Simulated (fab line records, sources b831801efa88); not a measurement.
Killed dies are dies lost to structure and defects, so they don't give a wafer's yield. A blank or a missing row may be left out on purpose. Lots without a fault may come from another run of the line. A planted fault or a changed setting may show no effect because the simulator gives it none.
Which tool did it? | flow sfq_line | 7 lots, 21 wafers sampled, at 1 step of a route of 325

WHAT THE GAUGES READ, wafer by wafer
SFQ_L0V_OVL_MEAS_903.
lot  | measured     | on         | L0V_OVL (nm)
L215 | day 8 17:05  | overlay-02 | 7 0 9
L217 | day 9 05:30  | overlay-01 | 0 -4 1
L226 | day 11 13:41 | overlay-02 | 1 6 -1
L228 | day 11 23:18 | overlay-01 | 2 -5 -2
L230 | day 12 17:19 | overlay-02 | 1 -2 -1
L232 | day 13 15:08 | overlay-02 | 8 5 5
L234 | day 14 08:17 | overlay-01 | 3 -9 -2

WHICH TOOL RAN EACH LOT (tool, then ch and the chambers of the sampled wafers, then the start)
The record holds no process step before these readings.

THE ANSWER, worked out from the rows above alone
Rule: what is usual is taken from the lots themselves. Put in order of their means at a reading, lots are off if they are a third of the lots or fewer, leave a main group of 4 or more, and stand apart from it by a gap of 3 or more times the standard deviation of the main group's means; of several such gaps the widest counts. A main group whose means are all the same, to the digits that the tables above print for the reading, isn't used. A lot without any number at a reading at which 4 lots or more have one is off too. The other lots that the step has rows for count as sound.
No lot is off at any reading shown: from this, nothing can be told.

WHAT THE SIMULATOR HAD PUT IN
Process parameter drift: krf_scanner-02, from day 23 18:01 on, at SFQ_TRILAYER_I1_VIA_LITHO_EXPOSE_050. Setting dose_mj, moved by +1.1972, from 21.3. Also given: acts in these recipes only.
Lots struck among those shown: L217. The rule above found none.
